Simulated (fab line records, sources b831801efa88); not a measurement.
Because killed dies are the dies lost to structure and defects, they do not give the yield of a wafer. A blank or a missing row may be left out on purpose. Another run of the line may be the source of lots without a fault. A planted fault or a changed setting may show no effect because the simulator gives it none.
Struck lot and sound lot, side by side | flow sfq-line | 16 out of 325 route steps
Sound: the wafers L582.2, L582.5, L582.6. Wafers struck: L584.3, L584.4, L584.6. At the end, the cause is stated.
For every step that has rows: the tool of each side, followed by ch and its chambers, followed by its first start. Under that, the readings that differ: sound wafers | struck wafers | difference of the means | sigmas: that difference in standard deviations of wafers without a fault.
alike: same words and numbers on both sides, and readings whose means sit less than 2 such deviations apart. not compared: any withheld reading, any reading some wafer has no value for, any bound like >300 that may hide the same value, and any number with overlapping values for which the record gives no deviation.
Wherever a step has rows on one side only, a row that says differs or no value, or a row with sigmas, the two part there. When numbers do not overlap yet have no deviation, they are printed without sigmas and do not part them. A reading missing from all wafers of one side parts the sides only when that side holds two or more wafers.

first, 3 steps without rows for these wafers: SFQ_TRILAYER_I7_VIA_LITHO_EXPOSE_188 (exposes mask I7, target cd 1000 nm); SFQ_TRILAYER_I7_VIA_LITHO_PEB_190 (peb time 60 s); SFQ_TRILAYER_I7_VIA_LITHO_DEVELOP_189 (time 60 s).
SFQ_I7_OVL_MEAS_947:
  sound on overlay-02 at day 86 11:46; struck on overlay-02 at day 86 16:34
  alike: I7_OVL
SFQ_TRILAYER_I7_VIA_BARC_OPEN_VIA_ETCH_260: etches BARC in O2, target depth 125 nm, time 41.7 s.
  sound on rie-diel-03 ch 0,1,3, day 86 11:47; struck on rie-diel-02 ch 0,1, day 86 16:37
  alike: drypump-motor-current-A, oes-product-au
  not compared: rf-hours-counter-h
SFQ_TRILAYER_I7_VIA_ETCH_VIA_ETCH_190: etches SiO2 in CHF3, stops on Nb, target depth 260 nm.
  sound on rie-diel-03 ch 0,1,3, day 86 11:50; struck on rie-diel-02 ch 0,1, day 86 16:43
  alike: drypump-motor-current-A, oes-product-au
SFQ_TRILAYER_I7_VIA_STRIP_STRIP_191: strips in O2.
  sound on rie-metal-04 ch 0,1, day 86 11:57; struck on rie-metal-01 ch 1, day 86 17:13
  alike: drypump-motor-current-A, he-backside-leak-sccm, oes-product-au
  not compared: rf-hours-counter-h
then, 5 steps without rows for these wafers: SFQ_TRILAYER_I7_VIA_STRIP_SOLV_CLEAN_192 (cleans in NMP, time 600 s); SFQ_TRILAYER_M8_LITHO_LOR_COAT_197; SFQ_TRILAYER_M8_LITHO_LOR_BAKE_198; SFQ_TRILAYER_M8_LITHO_COAT_193 (resist thk 600 nm); SFQ_TRILAYER_M8_LITHO_SOFTBAKE_199.
-- the record jumps here: 3 days lie between the struck wafers' starts before and after --
SFQ_TRILAYER_M8_LITHO_EXPOSE_194: exposes mask M8, target cd 2000 nm.
  sound on krf-scanner-02 ch 0, day 89 11:14; struck on krf-scanner-02 ch 0, day 89 19:50
  reading                    | sound             | struck            | difference | sigmas
  model.M8.overlay-x-nm (nm) | 3.761 3.761 3.761 | 269.6 269.6 269.6 | +265.8     |
  alike: mask
then, 2 steps without rows for these wafers: SFQ_TRILAYER_M8_LITHO_PEB_196 (peb time 60 s); SFQ_TRILAYER_M8_LITHO_DEVELOP_195 (img clear 15 s, time 55 s).
SFQ_M8_OVL_MEAS_948:
  sound on overlay-02 at day 89 12:32; struck on overlay-02 at day 89 21:09
  reading     | sound    | struck      | difference | sigmas
  M8_OVL (nm) | -1 -3 -5 | 264 269 268 | +270       | +51
  not compared: hold

WHERE THEY PART
Within this record, at SFQ_M8_OVL_MEAS_948 only.

WHY: whatever the simulator had introduced
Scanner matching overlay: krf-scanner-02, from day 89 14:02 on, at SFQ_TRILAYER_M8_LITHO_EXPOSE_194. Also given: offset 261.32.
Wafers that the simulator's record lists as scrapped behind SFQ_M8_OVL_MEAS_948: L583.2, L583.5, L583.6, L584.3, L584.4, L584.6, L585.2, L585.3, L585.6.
